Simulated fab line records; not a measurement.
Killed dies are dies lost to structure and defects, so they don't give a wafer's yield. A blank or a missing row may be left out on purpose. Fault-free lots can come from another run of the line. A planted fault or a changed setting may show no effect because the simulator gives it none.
Struck lot and sound lot, side by side + flow gf180mcu + 15 steps out of a route of 602
Sound: these wafers, L780.1, L780.3, L780.5. Struck: wafer L788.3 (left out: L788.5, a lot-mate that was not struck); the cause follows at the end.
Order at every step that has rows: each side's tool, ch and its chambers, its first start. Under that, the readings that differ: sound wafers + struck wafers + difference of the means + sigmas: that difference in standard deviations of wafers without a fault.
alike: readings whose means differ by less than 2 such deviations, and words and numbers that are the same on both sides. not compared: withheld readings, readings that some wafer has no value for, bounds like >300 that may hide the same value, and numbers for which the record gives no deviation and whose values overlap.
A row with sigmas, a row that says differs or no value, or rows on one side alone: a step with any of these is where the two part. Numbers that don't overlap but have no deviation are shown without sigmas and don't part them. A reading that every wafer of one side lacks parts them only if that side has two wafers or more.

GF_STI_THK_MEAS_02:
  sound on film metro-01 at day 2 05:01; struck on film metro-02 at day 3 18:32
  alike: STI_OXIDATION_THK
then, 1 step without rows for these wafers: GF_STI_CVD_03 (deposits Si3N4 from DCS/NH3, target thk 207.16 nm, time 3551 s).
GF_STI_THK_MEAS_04:
  sound on film metro-02 at day 2 07:04; struck on film metro-02 at day 3 20:35
  alike: STI_CVD_03_THK
then, 7 steps without rows for these wafers: GF_STI_DEHYDRATE_05 (time 60 s); GF_STI_HMDS_06 (prime time 60 s); GF_STI_COAT_07 (resist thk 700 nm); GF_STI_SOFTBAKE_08 (time 60 s); GF_STI_EXPOSE_09 (exposes mask COMP, target cd 220 nm); GF_STI_PEB_10 (peb time 90 s); GF_STI_DEVELOP_11 (develop time 60 s).
GF_STI_CD_MEAS_12 targets a cd of 220 nm.
  sound on cd sem-01 at day 2 18:50; struck on cd sem-02 at day 4 10:04
  alike: cd nm
GF_STI_ETCH_13: etches the open film in CHF3/O2, stops on Si, target depth 282.31 nm, time 112.9 s.
  sound on rie diel-03 ch 0,2,3, day 2 18:57; struck on rie diel-02 ch 2, day 4 10:09
  alike: drypump motor current A, oes product au, rf fwd power W, run length s, throttle valve pct
  not compared: rf hours counter h
GF_STI_ETCH_14: etches Si in HBr/Cl2/O2, target depth 360 nm, time 102.9 s.
  sound on rie si-02 ch 0,1,2, day 2 19:02; struck on rie si-02 ch 3, day 4 10:14
| reading                              | sound             | struck | difference | sigmas |
|--------------------------------------|-------------------|--------|------------|--------|
| run length s (s)                     | 130.8 131.4 130.9 | 122.3  | -8.7       | -23    |
| model.etch.depth nm (nm)             | 356.5 354.7 364.2 | 328.6  | -29.9      |        |
| model.STI.feature depth nm (nm)      | 356.5 354.7 364.2 | 328.6  | -29.9      |        |
| model.KrF_of_STI_COAT_07.thk nm (nm) | 315.6 312.8 321.9 | 326.6  | +9.8       |        |
  alike: drypump motor current A, oes product au, throttle valve pct
  not compared: rf fwd power W, rf hours counter h
GF_STI_STRIP_15: strips in O2/N2.
  sound on plasma asher-01 ch 0,1, day 2 19:06; struck on plasma asher-01 ch 1, day 4 10:20
  alike: drypump motor current A, heater power w, oes product au, strip time to endpoint s
  not compared: rf hours counter h
after that, 1 step had no rows for these wafers: GF_PASSIVATION_PROBE_99.

== WHERE THEY PART ==
GF_STI_ETCH_14 only, going by this record. Later steps at which nothing parts them and some readings are alike: GF_STI_STRIP_15.

WHY: what had been put in by the simulator
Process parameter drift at GF_STI_ETCH_14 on rie si-02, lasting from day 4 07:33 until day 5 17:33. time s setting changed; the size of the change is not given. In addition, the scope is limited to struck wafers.
